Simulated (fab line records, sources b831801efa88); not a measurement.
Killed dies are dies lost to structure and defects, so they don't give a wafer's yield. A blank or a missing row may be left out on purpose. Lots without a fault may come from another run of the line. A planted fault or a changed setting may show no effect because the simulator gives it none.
A struck lot beside a sound one | flow gf180mcu | 23 steps out of a route of 602
Sound: wafers L612.3, L612.4, L612.6. Struck: wafer L604.1. (L604.2, L604.5 of the same lot were not struck and are left out.) The cause comes at the end.
At each step with rows: each side's tool, then ch and its chambers, then its first start. Under that, the readings that differ: sound wafers | struck wafers | difference of the means | sigmas: that difference in standard deviations of wafers without a fault.
alike: readings whose means differ by less than 2 such deviations, and words and numbers that are the same on both sides. not compared: withheld readings, readings that some wafer has no value for, bounds like >300 that may hide the same value, and numbers for which the record gives no deviation and whose values overlap.
The two part at a step that has a row with sigmas, a row that says differs or no value, or rows on one side only. Numbers that don't overlap but have no deviation are shown without sigmas and don't part them. A reading that every wafer of one side lacks parts them only if that side has two wafers or more.

GF_CONTACT_RS_MEAS_25: measures by four-point-probe.
  sound on film_metro-04, day 22 02:26; struck on film_metro-01, day 18 03:26
  alike: CONTACT_W_RS
GF_CONTACT_THK_MEAS_26: measures by xrf.
  sound on film_metro-04, day 22 02:32; struck on film_metro-01, day 18 03:34
  alike: CONTACT_W_THK
GF_CONTACT_CMP_27: polishes, stops on SiO2, t overpolish 15 s, target thk 0 nm.
  sound on cmp-02 ch 1,3, day 22 02:34; struck on cmp-02 ch 2, day 18 03:40
  alike: motor_current_A, overpolish_run_s, time_to_endpoint_s
GF_M1_SPUTTER_00: material Ti, target thk 37.5 nm, time 150 s.
  sound on pvd_sputter-01, day 22 02:52; struck on pvd_sputter-03, day 18 03:55
  alike: throttle_valve_pct
then, 1 step without rows for these wafers: GF_M1_SPUTTER_01 (material TiN, target thk 30 nm, time 25 s).
GF_M1_SPUTTER_02: material AlCu, target thk 450 nm, time 23.9 s.
  sound on pvd_sputter-01, day 22 03:00; struck on pvd_sputter-03, day 18 04:03
  alike: throttle_valve_pct
GF_M1_SPUTTER_03: material Ti, target thk 10 nm, time 6.7 s.
  sound on pvd_sputter-01, day 22 03:02; struck on pvd_sputter-03, day 18 04:05
  alike: throttle_valve_pct
GF_M1_SPUTTER_04: material TiN, target thk 50 nm, time 41.7 s.
  sound on pvd_sputter-01, day 22 03:03; struck on pvd_sputter-03, day 18 04:06
  alike: throttle_valve_pct
GF_M1_RS_MEAS_05: measures by four-point-probe.
  sound on film_metro-03, day 22 03:08; struck on film_metro-02, day 18 04:08
  alike: M1_ALCU_RS
GF_M1_THK_MEAS_06: measures by xrf.
  sound on film_metro-03, day 22 03:14; struck on film_metro-02, day 18 04:16
  alike: M1_ALCU_THK
then, 2 steps without rows for these wafers: GF_M1_DEHYDRATE_07 (time 60 s); GF_M1_HMDS_08 (prime time 60 s).
GF_M1_COAT_09: resist thk 1000 nm.
  sound on litho_track-01 ch 0, day 22 14:19; struck on litho_track-01 ch 0, day 18 15:52
  reading                             | sound          | struck | difference | sigmas
  model.KrF_of_M1_COAT_09.thk_nm (nm) | 1002 999.1 997 | 1042   | +43        |
then, 4 steps without rows for these wafers: GF_M1_SOFTBAKE_10 (time 60 s); GF_M1_EXPOSE_11 (exposes mask Metal1, target cd 230 nm); GF_M1_PEB_12 (peb time 90 s); GF_M1_DEVELOP_13 (develop time 60 s).
GF_M1_CD_MEAS_14: target cd 230 nm.
  sound on cd_sem-02, day 23 01:40; struck on cd_sem-02, day 19 03:58
  alike: cd_nm
GF_M1_OVL_MEAS_15:
  sound on overlay-02, day 23 01:45; struck on overlay-02, day 19 04:05
  alike: M1_OVL
GF_M1_METAL_ETCH_16: etches the open film in Cl2/BCl3, stops on SiO2, target depth 750.8 nm, time 125.1 s.
  sound on rie_metal-04 ch 0,1, day 23 01:49; struck on rie_metal-04 ch 0, day 19 04:07
  reading                             | sound             | struck | difference                   | sigmas
  oes_product_au (a.u.)               | 0.983 0.986 0.969 | 1.002  | +0.023                       | +3
  rf_hours_counter_h (h)              | - - -             | 5      | no value on the sound wafers |
  model.KrF_of_M1_COAT_09.thk_nm (nm) | 698.3 676.5 691.6 | 717.9  | +29.1                        |
  alike: drypump_motor_current_A, throttle_valve_pct
GF_M1_STRIP_17: strips in O2/N2.
  sound on plasma_asher-04 ch 0,1, day 23 01:56; struck on plasma_asher-04 ch 1, day 19 04:15
  reading                      | sound             | struck | difference                   | sigmas
  oes_product_au (a.u.)        | 0.541 0.527 0.538 | 0.551  | +0.016                       | +3
  rf_hours_counter_h (h)       | - - -             | 80     | no value on the sound wafers |
  strip_time_to_endpoint_s (s) | 7.52 7.30 7.44    | 7.71   | +0.29                        | +5
  alike: drypump_motor_current_A, heater_power_w
then, 1 step without rows for these wafers: GF_M1_STRIP_18 (strips in post etch residue remover, time 1200 s).
-- the record jumps here: 11 days lie between the struck wafers' starts before and after (it left off in module M1 and takes up again in module PASSIVATION, whose first step shown is number 602 of the route) --
GF_PASSIVATION_PROBE_99:
  the record has rows for the struck wafers here (prober-01, day 30 15:18) and none for the sound ones

WHERE THEY PART
First at GF_M1_METAL_ETCH_16; last, within this record, at GF_PASSIVATION_PROBE_99.

WHY: what the simulator had put in
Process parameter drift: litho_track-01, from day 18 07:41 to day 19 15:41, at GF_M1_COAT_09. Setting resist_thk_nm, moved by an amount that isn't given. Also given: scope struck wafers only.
